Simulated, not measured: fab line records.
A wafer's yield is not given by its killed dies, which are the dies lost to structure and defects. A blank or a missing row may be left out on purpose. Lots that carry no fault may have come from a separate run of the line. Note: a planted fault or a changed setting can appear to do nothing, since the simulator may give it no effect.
fab line records | flow sky130
record: lots: 24 wafers: 72 lastDay: 50
route steps=708 shown RES_XHIGH@360 METAL1@434 VIA1@473 VIA3@588
lots that met no fault: taken from a fault-free run of the same line
startH: start of the lot's first displayed wafer, in hours after the record's first day | waitH: hours since the lot's step before | " the same as in the row above | L1.1+2: a row that stands for several wafers | - no value, or no start given | * or withheld: withheld | < > ~ a bound
route shown NAME@n: NAME is a module with steps in the file, n the number in the route of the first one | usual: the fault-free wafers' mean and standard deviation | same: alike in all rows | chamber/n: place in a boat | sites: per-site readings | _std_site: their standard deviation | _edge_site: mean of outer sites minus mean of inner sites | radiusMm: how far each site lies from the wafer's centre | mask NAME#n: copy n | behind: tool/chamber where the wafer was last shaped | hold: why the lot was held/for how many hours/how that ended | device: transistor that didn't switch, given as n, p or np | end of line: at the end of the route, the tests of the same wafers | a step without rows: its recipe alone | killed: at the first sort, the dies lost to defects and structure; wafer yield is something else | map: shows each die of a wafer: x if killed, . if not, _ if none is there
set.NAME: the setting that was run; set.NAME@STEP: the one run at that earlier step | model.NAME: the simulator's own value behind a step, which no gauge read
one table for each step of the route and one row for each wafer, over a sample of lots
services: a tool's chamber out of use, with start hour (startH, from the record's first day; less than 0 if before it), hours out, and reason
== steps ==
step: SKY_SD_N_RS_MEAS_18
recipe: thkMeasGauge: four-point-probe
usual: RES_XHIGH_RS: 333.4/1.2
columns lot.wafer tool chamber startH waitH RES_XHIGH_RS[ohm/sq]
L075.2 filmMetro-02 - 641.35 0.1 332.2
L075.3 " - " " 331.8
L075.6 " - " " 333.3
L074.1 filmMetro-03 - 642.37 0.1 331.0
L074.5 " - " " 331.9
L074.6 " - " " 332.3
L076.1 filmMetro-03 - 684.43 0.1 335.4
L076.4 " - " " 336.4
L076.5 " - " " 334.6
L077.1 filmMetro-03 - 685.87 0.1 332.1
L077.2 " - " " 332.9
L077.4 " - " " 331.2
L078.1 filmMetro-03 - 768.27 0.1 333.6
L078.2 " - " " 334.8
L078.4 " - " " 334.6
L079.1 filmMetro-03 - 770.33 0.1 333.8
L079.2 " - " " 334.6
L079.6 " - " " 334.1
L080.2 filmMetro-02 - 771.30 0.1 332.1
L080.3 " - " " 332.5
L080.4 " - " " 333.1
L083.1 filmMetro-04 - 772.62 0.1 333.7
L083.4 " - " " 334.9
L083.5 " - " " 335.1
L085.3 filmMetro-02 - 772.87 0.1 334.2
L085.4 " - " " 333.9
L085.6 " - " " 333.9
L081.1 filmMetro-04 - 773.15 0.1 332.7
L081.3 " - " " 332.6
L081.4 " - " " 334.4
L084.2 filmMetro-03 - 774.86 0.1 334.4
L084.3 " - " " 334.2
L084.4 " - " " 334.6
L082.1 filmMetro-04 - 775.12 0.1 333.1
L082.4 " - " " 332.9
L082.5 " - " " 333.9
L086.1 filmMetro-02 - 776.28 0.1 334.6
L086.3 " - " " 334.6
L086.4 " - " " 335.4
L088.3 filmMetro-02 - 780.92 0.1 332.7
L088.4 " - " " 333.6
L088.6 " - " " 333.9
L087.1 filmMetro-04 - 781.67 0.1 332.5
L087.3 " - " " 335.0
L087.4 " - " " 333.1
L089.1 filmMetro-02 - 781.93 0.1 330.9
L089.2 " - " " 330.3
L089.5 " - " " 330.6
L090.1 filmMetro-04 - 783.63 0.1 334.2
L090.4 " - " " 333.8
L090.5 " - " " 332.6
L091.1 filmMetro-03 - 783.82 0.1 332.2
L091.2 " - " " 330.7
L091.4 " - " " 332.9
L092.1 filmMetro-02 - 785.63 0.1 333.2
L092.3 " - " " 332.5
L092.4 " - " " 332.3
L093.2 filmMetro-03 - 793.85 0.1 332.9
L093.5 " - " " 331.9
L093.6 " - " " 332.0
L094.1 filmMetro-02 - 797.27 0.1 332.7
L094.3 " - " " 333.0
L094.6 " - " " 332.6
L095.1 filmMetro-03 - 800.73 0.1 332.7
L095.4 " - " " 332.7
L095.5 " - " " 332.9
L096.2 filmMetro-03 - 808.16 0.1 334.4
L096.4 " - " " 333.9
L096.5 " - " " 334.1
L097.3 filmMetro-04 - 821.26 0.1 332.6
L097.4 " - " " 334.7
L097.6 " - " " 333.6
step: SKY_METAL1_SPUTTER_00
recipe: material: Ti targetThkNm: 15 powerW: 3000 timeS: 10 chamberPressurePa: 0.4
usual: throttleValvePct: 30.5/0.94
columns lot.wafer tool chamber startH waitH throttleValvePct
L075.2 pvdSputter-03 - 731.13 0.1 30.0
L075.3 " - " " 31.8
L075.6 " - " " 31.6
L074.1 pvdSputter-02 - 731.29 0.1 29.8
L074.5 " - " " 29.8
L074.6 " - " " 29.0
L076.1 pvdSputter-03 - 773.52 0.1 31.6
L076.4 " - " " 31.1
L076.5 " - " " 31.5
L077.1 pvdSputter-04 - 773.73 0.1 30.4
L077.2 " - " " 29.9
L077.4 " - " " 30.0
L078.1 pvdSputter-04 - 852.68 0.2 30.7
L078.2 " - " " 28.9
L078.4 " - " " 29.7
L079.1 pvdSputter-02 - 853.65 0.2 30.9
L079.2 " - " " 30.8
L079.6 " - " " 30.7
L080.2 pvdSputter-03 - 854.69 0.1 31.7
L080.3 " - " " 31.4
L080.4 " - " " 31.7
L083.1 pvdSputter-04 - 855.64 0.2 30.0
L083.4 " - " " 29.1
L083.5 " - " " 30.7
L085.3 pvdSputter-03 - 855.99 0.2 31.3
L085.4 " - " " 31.8
L085.6 " - " " 31.3
L081.1 pvdSputter-04 - 856.79 0.1 30.1
L081.3 " - " " 29.9
L081.4 " - " " 28.9
L084.2 pvdSputter-02 - 857.24 0.1 30.9
L084.3 " - " " 29.0
L084.4 " - " " 29.7
L082.1 pvdSputter-03 - 857.95 0.1 31.9
L082.4 " - " " 31.2
L082.5 " - " " 31.7
L086.1 pvdSputter-02 - 861.34 0.2 29.8
L086.3 " - " " 30.7
L086.4 " - " " 29.3
L088.3 pvdSputter-03 - 863.88 0.2 31.2
L088.4 " - " " 31.5
L088.6 " - " " 32.1
L087.1 pvdSputter-04 - 865.46 0.2 30.3
L087.3 " - " " 30.0
L087.4 " - " " 30.7
L089.1 pvdSputter-03 - 865.62 0.1 31.9
L089.2 " - " " 31.3
L089.5 " - " " 29.7
L090.1 pvdSputter-02 - 865.96 0.2 31.0
L090.4 " - " " 29.1
L090.5 " - " " 30.9
L091.1 pvdSputter-04 - 867.73 0.1 29.7
L091.2 " - " " 28.7
L091.4 " - " " 29.9
L092.1 pvdSputter-03 - 868.94 0.2 31.8
L092.3 " - " " 29.8
L092.4 " - " " 31.2
L093.2 pvdSputter-03 - 877.39 0.1 32.1
L093.5 " - " " 31.4
L093.6 " - " " 31.8
L094.1 pvdSputter-03 - 879.45 0.2 31.2
L094.3 " - " " 29.8
L094.6 " - " " 31.5
L095.1 pvdSputter-02 - 883.54 0.1 30.9
L095.4 " - " " 29.9
L095.5 " - " " 29.2
L096.2 pvdSputter-02 - 890.04 0.1 29.1
L096.4 " - " " 30.7
L096.5 " - " " 29.8
L097.3 pvdSputter-04 - 909.69 0.2 30.2
L097.4 " - " " 30.0
L097.6 " - " " 29.7
step: SKY_METAL1_ETCH_18
recipe: chemistry: N2/H2 target: BARC ionEnergyEv: 200 biasW: 100 pressureMtorr: 30 n2FlowSccm: 100 h2FlowSccm: 200 icpW: 500 stopOn: SiO2 timeS: 45.9 targetDepthA: 600
usual: biasW: 100.0/0.36 drypumpMotorCurrentA: 5.8/0.42 oesProductAu: 0.854/0.0051 throttleValvePct: 13.224/0.0092
columns lot.wafer tool chamber startH waitH biasW drypumpMotorCurrentA oesProductAu rfHoursCounterH throttleValvePct
L075.2 rieMetal-03 0 758.78 0.0 99.8 6.2 0.855 14 13.226
L075.3 " 1 " " 100.3 5.6 0.843 - 13.219
L075.6 " 1 " " 100.6 5.6 0.852 - 13.213
L074.1 rieMetal-04 0 759.13 0.0 99.7 5.9 0.852 2 13.231
L074.5 " 0 " " 99.7 5.8 0.853 - 13.207
L074.6 " 1 " " 100.3 5.2 0.858 - 13.202
L076.1 rieMetal-04 1 801.13 0.0 99.8 5.2 0.859 6 13.223
L076.4 " 1 " " 99.8 5.3 0.850 - 13.227
L076.5 " 1 " " 99.9 5.2 0.855 - 13.220
L077.1 rieMetal-03 1 801.51 0.1 100.1 5.6 0.848 14 13.226
L077.2 " 1 " " 99.6 5.6 0.843 - 13.204
L077.4 " 1 " " 99.8 5.6 0.858 - 13.231
L078.1 rieMetal-04 0 878.97 0.1 99.7 5.9 0.858 7 13.234
L078.2 " 0 " " 100.2 5.9 0.860 - 13.218
L078.4 " 0 " " 99.9 5.9 0.852 - 13.226
L079.1 rieMetal-03 0 880.12 0.1 100.4 6.3 0.857 3 13.220
L079.2 " 0 " " 100.4 6.3 0.850 - 13.245
L079.6 " 0 " " 100.3 6.3 0.851 - 13.228
L080.2 rieMetal-01 1 881.04 0.0 100.4 5.0 0.851 2 13.214
L080.3 " 1 " " 100.2 5.0 0.840 - 13.226
L080.4 " 0 " " 100.3 6.2 0.841 - 13.227
L083.1 rieMetal-04 0 881.91 0.1 100.2 5.9 0.855 7 13.218
L083.4 " 0 " " 99.9 5.8 0.861 - 13.220
L083.5 " 0 " " 100.1 5.9 0.849 - 13.226
L085.3 rieMetal-03 0 882.30 0.1 100.5 6.3 0.843 - 13.223
L085.4 " 0 " " 100.2 6.3 0.857 - 13.225
L085.6 " 0 " " 100.0 6.2 0.857 - 13.218
L081.1 rieMetal-04 0 883.61 0.1 99.3 5.9 0.855 7 13.225
L081.3 " 0 " " 99.6 5.8 0.853 - 13.241
L081.4 " 0 " " 99.5 5.8 0.856 - 13.225
L084.2 rieMetal-03 0 883.99 0.1 99.6 6.3 0.843 - 13.227
L084.3 " 0 " " 100.3 6.3 0.855 - 13.222
L084.4 " 0 " " 99.8 6.3 0.852 - 13.241
L082.1 rieMetal-01 0 884.39 0.0 100.5 6.2 0.859 11 13.237
L082.4 " 1 " " 100.0 5.1 0.856 - 13.232
L082.5 " 1 " " 99.7 5.1 0.849 - 13.205
L086.1 rieMetal-04 0 886.92 0.1 100.2 5.9 0.858 7 13.217
L086.3 " 0 " " 100.6 5.9 0.850 - 13.217
L086.4 " 0 " " 100.1 5.9 0.856 - 13.243
L088.3 rieMetal-01 1 889.76 0.0 100.1 5.1 0.855 - 13.221
L088.4 " 0 " " 100.0 6.2 0.854 - 13.229
L088.6 " 1 " " 99.6 5.1 0.854 - 13.209
L087.1 rieMetal-03 0 890.92 0.1 99.9 6.3 0.849 4 13.221
L087.3 " 0 " " 99.7 6.3 0.846 - 13.220
L087.4 " 0 " " 100.6 6.3 0.858 - 13.219
L089.1 rieMetal-01 0 891.59 0.0 100.1 6.2 0.852 11 13.217
L089.2 " 1 " " 100.3 5.1 0.857 3 13.214
L089.5 " 0 " " 100.7 6.2 0.849 - 13.226
L090.1 rieMetal-03 0 893.12 0.1 99.9 6.3 0.849 4 13.216
L090.4 " 0 " " 100.2 6.3 0.851 - 13.227
L090.5 " 0 " " 100.1 6.2 0.845 - 13.240
L091.1 rieMetal-04 0 893.44 0.0 100.5 5.8 0.851 8 13.229
L091.2 " 1 " " 99.7 5.2 0.853 10 13.229
L091.4 " 1 " " 100.3 5.3 0.860 - 13.230
L092.1 rieMetal-01 1 894.79 0.0 100.2 5.1 0.860 3 13.231
L092.3 " 1 " " 100.5 5.1 0.863 - 13.238
L092.4 " 0 " " 99.4 6.2 0.853 - 13.196
L093.2 rieMetal-04 0 903.33 0.0 99.9 5.8 0.852 8 13.228
L093.5 " 1 " " 100.6 5.2 0.860 - 13.233
L093.6 " 0 " " 100.0 5.8 0.851 - 13.224
L094.1 rieMetal-03 0 905.13 0.0 99.8 6.3 0.863 5 13.236
L094.3 " 0 " " 100.1 6.3 0.854 - 13.211
L094.6 " 0 " " 100.1 6.3 0.861 - 13.228
L095.1 rieMetal-04 0 908.49 0.0 100.2 5.9 0.856 9 13.227
L095.4 " 1 " " 100.8 5.2 0.850 - 13.226
L095.5 " 0 " " 100.3 5.8 0.852 - 13.221
L096.2 rieMetal-03 1 915.44 0.0 99.3 5.6 0.854 1 13.234
L096.4 " 1 " " 99.2 5.6 0.859 - 13.225
L096.5 " 1 " " 99.3 5.6 0.854 - 13.217
L097.3 rieMetal-04 0 933.55 0.0 100.0 5.8 0.853 - 13.229
L097.4 " 1 " " 99.7 5.2 0.861 - 13.236
L097.6 " 0 " " 100.3 5.9 0.861 - 13.217
step: SKY_VIA1_ETCH_15
recipe: target: SiO2 chemistry: C4F8/O2/Ar targetDepthNm: 351 stopOn: TiN maskMaterial: KrF-thick sourceW: 1500 biasW: 1200 pressureMtorr: 40 c4f8FlowSccm: withheld O2_flow_sccm: 6 Ar_flow_sccm: 300 timeS: 54
usual: biasW: 1201/3.6 oesProductAu: 0.980/0.0071
columns lot.wafer tool chamber startH waitH biasW oesProductAu rfHoursCounterH
L075.2 rieDiel-02 0 787.46 0.0 1204 0.976 15
L075.3 " 1 " " 1199 0.978 5
L075.6 " 0 " " 1201 0.971 -
L074.1 rieDiel-03 0 787.60 0.0 1198 0.976 5
L074.5 " 2 " " 1204 0.979 -
L074.6 " 1 " " 1201 0.991 -
L076.1 rieDiel-02 3 827.70 0.0 1195 0.971 4
L076.4 " 0 " " 1205 0.977 17
L076.5 " 2 " " 1206 0.972 -
L077.1 rieDiel-01 1 827.95 0.0 1200 0.987 15
L077.2 " 2 " " 1205 0.988 4
L077.4 " 3 " " 1200 0.966 10
L078.1 rieDiel-01 3 906.20 0.0 1199 0.979 13
L078.2 " 1 " " 1201 0.976 18
L078.4 " 2 " " 1197 0.985 6
L079.1 rieDiel-03 2 906.90 0.0 1202 0.986 19
L079.2 " 3 " " 1196 0.985 9
L079.6 " 0 " " 1204 0.986 -
L080.2 rieDiel-01 2 907.55 0.0 1204 0.984 7
L080.3 " 1 " " 1204 0.978 18
L080.4 " 3 " " 1201 0.978 13
L083.1 rieDiel-02 0 908.51 0.0 1204 0.977 20
L083.4 " 2 " " 1193 0.969 4
L083.5 " 2 " " 1203 0.967 -
L085.3 rieDiel-02 2 908.86 0.0 1204 0.980 4
L085.4 " 0 " " 1194 0.979 20
L085.6 " 3 " " 1197 0.983 -
L081.1 rieDiel-03 1 910.60 0.0 1206 0.980 17
L081.3 " 2 " " 1202 0.990 19
L081.4 " 0 " " 1203 0.985 8
L084.2 rieDiel-02 2 910.70 0.0 1199 0.974 4
L084.3 " 0 " " 1206 0.975 20
L084.4 " 1 " " 1207 0.965 10
L082.1 rieDiel-01 1 910.76 0.0 1203 0.978 18
L082.4 " 3 " " 1200 0.977 13
L082.5 " 0 " " 1201 0.976 -
L086.1 rieDiel-01 2 913.10 0.0 1205 0.987 7
L086.3 " 0 " " 1198 0.977 12
L086.4 " 3 " " 1202 0.967 13
L088.3 rieDiel-01 2 915.80 0.0 1200 0.978 7
L088.4 " 1 " " 1203 0.973 18
L088.6 " 1 " " 1198 0.988 -
L087.1 rieDiel-02 3 916.16 0.0 1201 0.978 8
L087.3 " 2 " " 1202 0.969 4
L087.4 " 1 " " 1199 0.982 10
L089.1 rieDiel-03 3 917.40 0.0 1192 0.980 10
L089.2 " 1 " " 1201 0.982 17
L089.5 " 1 " " 1199 0.991 -
L090.1 rieDiel-02 0 918.61 0.0 1204 0.976 20
L090.4 " 2 " " 1193 0.977 4
L090.5 " 0 " " 1203 0.979 -
L091.1 rieDiel-03 0 918.90 0.0 1198 0.984 9
L091.2 " 3 " " 1202 0.983 10
L091.4 " 1 " " 1201 0.993 17
L092.1 rieDiel-01 3 920.15 0.0 1205 0.980 13
L092.3 " 2 " " 1196 0.995 7
L092.4 " 0 " " 1196 0.977 12
L093.2 rieDiel-01 2 928.96 0.0 1201 0.978 7
L093.5 " 1 " " 1193 0.985 -
L093.6 " 0 " " 1205 0.979 -
L094.1 rieDiel-02 1 931.20 0.0 1205 0.975 10
L094.3 " 3 " " 1203 0.983 8
L094.6 " 0 " " 1202 0.989 -
L095.1 rieDiel-01 2 933.80 0.0 1202 0.978 7
L095.4 " 0 " " 1202 0.988 13
L095.5 " 0 " " 1202 0.992 -
L096.2 rieDiel-02 3 941.35 0.0 1202 0.977 8
L096.4 " 1 " " 1212 0.986 11
L096.5 " 0 " " 1203 0.979 -
L097.3 rieDiel-01 0 959.01 0.0 1198 0.996 13
L097.4 " 1 " " 1198 0.987 19
L097.6 " 2 " " 1201 0.977 -
step: SKY_VIA1_SPUTTER_20
recipe: material: TiN targetThkNm: 20 chamberPressurePa: 5 powerW: 4000 timeS: 80
usual: throttleValvePct: 30.4/1.1
columns lot.wafer tool chamber startH waitH throttleValvePct
L075.2 pvdSputter-03 - 788.09 0.0 30.0
L075.3 " - " " 31.4
L075.6 " - " " 31.6
L074.1 pvdSputter-02 - 788.24 0.0 28.9
L074.5 " - " " 30.8
L074.6 " - " " 29.6
L076.1 pvdSputter-03 - 828.38 0.0 31.4
L076.4 " - " " 31.7
L076.5 " - " " 31.2
L077.1 pvdSputter-02 - 828.64 0.0 29.1
L077.2 " - " " 31.3
L077.4 " - " " 30.0
L078.1 pvdSputter-03 - 906.87 0.0 31.7
L078.2 " - " " 30.0
L078.4 " - " " 31.6
L079.1 pvdSputter-01 - 907.58 0.0 28.4
L079.2 " - " " 28.6
L079.6 " - " " 30.5
L080.2 pvdSputter-02 - 908.21 0.0 30.9
L080.3 " - " " 31.0
L080.4 " - " " 29.0
L083.1 pvdSputter-03 - 909.18 0.0 29.7
L083.4 " - " " 32.0
L083.5 " - " " 31.6
L085.3 pvdSputter-01 - 909.50 0.0 28.8
L085.4 " - " " 29.0
L085.6 " - " " 29.2
L081.1 pvdSputter-01 - 911.28 0.0 30.4
L081.3 " - " " 28.8
L081.4 " - " " 28.9
L084.2 pvdSputter-03 - 911.34 0.0 30.0
L084.3 " - " " 31.6
L084.4 " - " " 31.4
L082.1 pvdSputter-01 - 911.40 0.0 28.8
L082.4 " - " " 28.7
L082.5 " - " " 29.1
L086.1 pvdSputter-01 - 913.75 0.0 28.9
L086.3 " - " " 28.9
L086.4 " - " " 28.9
L088.3 pvdSputter-02 - 916.45 0.0 29.1
L088.4 " - " " 30.7
L088.6 " - " " 29.2
L087.1 pvdSputter-03 - 916.80 0.0 29.9
L087.3 " - " " 31.8
L087.4 " - " " 31.6
L089.1 pvdSputter-03 - 918.04 0.0 29.7
L089.2 " - " " 31.6
L089.5 " - " " 31.7
L090.1 pvdSputter-02 - 919.25 0.0 29.1
L090.4 " - " " 29.7
L090.5 " - " " 29.2
L091.1 pvdSputter-03 - 919.54 0.0 31.6
L091.2 " - " " 31.5
L091.4 " - " " 30.2
L092.1 pvdSputter-02 - 920.80 0.0 30.9
L092.3 " - " " 28.9
L092.4 " - " " 30.8
L093.2 pvdSputter-03 - 929.60 0.0 30.3
L093.5 " - " " 30.2
L093.6 " - " " 31.7
L094.1 pvdSputter-02 - 931.84 0.0 30.9
L094.3 " - " " 31.0
L094.6 " - " " 29.0
L095.1 pvdSputter-01 - 934.44 0.0 28.7
L095.4 " - " " 30.3
L095.5 " - " " 30.8
L096.2 pvdSputter-03 - 941.99 0.0 31.5
L096.4 " - " " 29.7
L096.5 " - " " 31.5
L097.3 pvdSputter-02 - 959.70 0.0 30.7
L097.4 " - " " 29.1
L097.6 " - " " 29.0
step: SKY_VIA3_ETCH_15
recipe: target: SiO2 chemistry: C4F8/O2/Ar targetDepthNm: 507 stopOn: TiN maskMaterial: KrF-thick sourceW: 1500 biasW: 1200 pressureMtorr: 40 c4f8FlowSccm: withheld O2_flow_sccm: 6 Ar_flow_sccm: 300 timeS: 78
usual: biasW: 1200/4.1 oesProductAu: 0.946/0.005
columns lot.wafer tool chamber startH waitH biasW oesProductAu rfHoursCounterH
L075.2 rieDiel-04 1 920.56 0.0 1200 0.952 1
L075.3 " 0 " " 1199 0.946 13
L075.6 " 0 " " 1199 0.934 -
L074.1 rieDiel-02 2 922.51 0.0 1203 0.944 4
L074.5 " 0 " " 1198 0.947 -
L074.6 " 1 " " 1198 0.939 -
L076.1 rieDiel-04 0 959.71 0.0 1196 0.945 14
L076.4 " 1 " " 1204 0.936 -
L076.5 " 0 " " 1199 0.939 -
L077.1 rieDiel-04 0 961.81 0.0 1200 0.942 14
L077.2 " 2 " " 1196 0.955 20
L077.4 " 2 " " 1200 0.949 -
L078.1 rieDiel-01 0 1033.01 0.0 1188 0.946 16
L078.2 " 3 " " 1202 0.938 17
L078.4 " 1 " " 1196 0.952 -
L080.2 rieDiel-04 0 1034.44 0.0 1201 0.948 17
L080.3 " 1 " " 1199 0.954 4
L080.4 " 3 " " 1201 0.948 17
L079.1 rieDiel-01 1 1034.85 0.0 1201 0.942 22
L079.2 " 3 " " 1208 0.949 17
L079.6 " 3 " " 1201 0.955 -
L083.1 rieDiel-02 1 1035.36 0.0 1196 0.942 14
L083.4 " 2 " " 1195 0.940 -
L083.5 " 3 " " 1192 0.946 -
L081.1 rieDiel-02 3 1036.34 0.0 1201 0.942 12
L081.3 " 1 " " 1202 0.957 14
L081.4 " 1 " " 1197 0.941 -
L085.3 rieDiel-04 2 1036.36 0.0 1199 0.943 22
L085.4 " 3 " " 1203 0.946 17
L085.6 " 2 " " 1201 0.950 -
L084.2 rieDiel-01 0 1036.69 0.0 1196 0.940 17
L084.3 " 2 " " 1199 0.953 9
L084.4 " 1 " " 1193 0.949 22
L082.1 rieDiel-02 2 1037.15 0.0 1203 0.944 8
L082.4 " 2 " " 1202 0.941 -
L082.5 " 1 " " 1204 0.950 -
L086.1 rieDiel-01 1 1037.99 0.0 1198 0.946 22
L086.3 " 3 " " 1198 0.941 17
L086.4 " 0 " " 1209 0.957 17
L088.3 rieDiel-01 3 1039.89 0.0 1196 0.946 17
L088.4 " 2 " " 1200 0.950 10
L088.6 " 0 " " 1200 0.945 -
L087.1 rieDiel-01 2 1041.84 0.0 1192 0.946 10
L087.3 " 1 " " 1206 0.954 23
L087.4 " 3 " " 1194 0.945 17
L090.1 rieDiel-02 2 1042.79 0.0 1203 0.944 8
L090.4 " 2 " " 1199 0.960 -
L090.5 " 1 " " 1204 0.941 -
L091.1 rieDiel-01 1 1043.10 0.0 1197 0.944 23
L091.2 " 0 " " 1199 0.944 17
L091.4 " 2 " " 1197 0.948 10
L089.1 rieDiel-04 0 1043.45 0.0 1202 0.945 18
L089.2 " 1 " " 1194 0.947 5
L089.5 " 0 " " 1195 0.952 -
L092.1 rieDiel-02 1 1044.95 0.0 1203 0.948 14
L092.3 " 3 " " 1198 0.948 12
L092.4 " 2 " " 1201 0.931 -
L093.2 rieDiel-01 2 1051.36 0.0 1201 0.948 10
L093.5 " 3 " " 1206 0.950 -
L093.6 " 2 " " 1199 0.954 -
L094.1 rieDiel-04 2 1052.94 0.0 1199 0.948 23
L094.3 " 0 " " 1200 0.947 18
L094.6 " 2 " " 1201 0.949 -
L095.1 rieDiel-02 1 1054.66 0.0 1199 0.951 15
L095.4 " 1 " " 1201 0.950 -
L095.5 " 0 " " 1211 0.941 -
L096.2 rieDiel-04 1 1061.69 0.0 1203 0.941 5
L096.4 " 0 " " 1199 0.941 19
L096.5 " 3 " " 1200 0.937 -
L097.3 rieDiel-04 3 1076.51 0.0 1205 0.944 18
L097.4 " 1 " " 1202 0.938 6
L097.6 " 2 " " 1195 0.948 -
== services ==
columns tool chamber startH hours kind
rieDiel-01 0 707.43 16.2 repair
rieDiel-04 0 709.82 3.2 repair
pvdSputter-02 - 725.86 0.5 repair
pvdSputter-02 - 753.06 2.0 repair
rieDiel-01 2 756.30 6.2 repair
pvdSputter-03 - 768.61 2.6 repair
pvdSputter-02 - 829.06 0.9 repair
pvdSputter-03 - 846.38 2.2 repair
rieDiel-04 1 858.89 1.8 repair
rieMetal-04 1 870.82 19.7 repair
rieDiel-02 - 882.13 1.2 repair
rieMetal-03 0 938.67 11.0 repair
rieDiel-04 - 944.37 14.6 pm
pvdSputter-03 - 946.46 7.9 repair
rieDiel-02 0 948.48 2.5 repair
rieDiel-04 3 959.14 5.7 repair
rieDiel-01 - 974.13 1.5 repair
pvdSputter-02 - 982.26 3.6 repair
pvdSputter-03 - 995.95 31.0 repair
rieDiel-01 2 1021.52 14.5 repair
rieDiel-02 0 1034.32 12.5 repair
rieDiel-02 3 1052.92 2.6 repair
pvdSputter-02 - 1054.30 2.3 repair
pvdSputter-02 - 1061.65 1.5 repair
== key ==
fault none
